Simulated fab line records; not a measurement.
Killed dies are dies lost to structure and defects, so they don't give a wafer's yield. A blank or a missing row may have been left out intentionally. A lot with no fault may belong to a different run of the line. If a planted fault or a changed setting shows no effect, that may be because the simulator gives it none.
The tool behind it: which one?    flow gf180mcu    6 lots, 18 wafers sampled, at 2 steps of a route of 602

== WHAT EACH GAUGE READ, for each wafer ==
GF_HV_LDD_CD_MEAS_46: the cd target is 400 nm.
lot   measured      on         cd-nm (nm)
L660  day 13 07:33  cd-sem-01  400.2 400.8 400.1
L663  day 14 19:55  cd-sem-01  396.6 397.3 397.9
L669  day 16 12:03  cd-sem-01  - - -
L673  day 17 21:03  cd-sem-01  399.7 397.6 400.1
L676  day 18 19:36  cd-sem-01  396.6 398.0 397.1
L679  day 19 18:00  cd-sem-02  400.6 399.1 399.9

== WHAT TOOL EACH LOT RAN ON (gives the tool, then ch and the chambers of the sampled wafers, and finally the start) ==
lot   GF_HV_LDD_EXPOSE_43
L660  iline-stepper-02 ch 0, day 12 22:34
L663  iline-stepper-02 ch 0, day 14 09:59
L669  iline-stepper-02 ch 0, day 16 00:22
L673  iline-stepper-01 ch 0, day 17 09:36
L676  iline-stepper-02 ch 0, day 18 08:07
L679  iline-stepper-02 ch 0, day 19 06:13
- GF_HV_LDD_EXPOSE_43: exposes mask Pplus HV AREA, target cd 400 nm.

== THE ANSWER, worked out from the rows above alone ==
Rule: what is usual is taken from the lots themselves. Put in order of their means at a reading, lots are off if they are a third of the lots or fewer, leave a main group of 4 or more, and stand apart from it by a gap of 3 or more times the standard deviation of the main group's means; of several such gaps the widest counts. The tables above print the reading to a certain number of digits; a main group whose means all agree to those digits is not used. Also off: a lot with no number at a reading for which 4 or more lots have one. The other lots that the step has rows for count as sound.
Off: L669 (GF_HV_LDD_CD_MEAS_46, cd-nm). Without a number there: L669. The main group has a mean of 398.8 nm with a standard deviation of 1.3.
A tool fits if, at a process step before that reading, it ran every lot that is off, and no sound lot after the first of them. Those tools and the gauges at GF_HV_LDD_CD_MEAS_46 are tried in the same way. Not one of the candidates tried fits.

== WHAT THE SIMULATOR PUT IN ==
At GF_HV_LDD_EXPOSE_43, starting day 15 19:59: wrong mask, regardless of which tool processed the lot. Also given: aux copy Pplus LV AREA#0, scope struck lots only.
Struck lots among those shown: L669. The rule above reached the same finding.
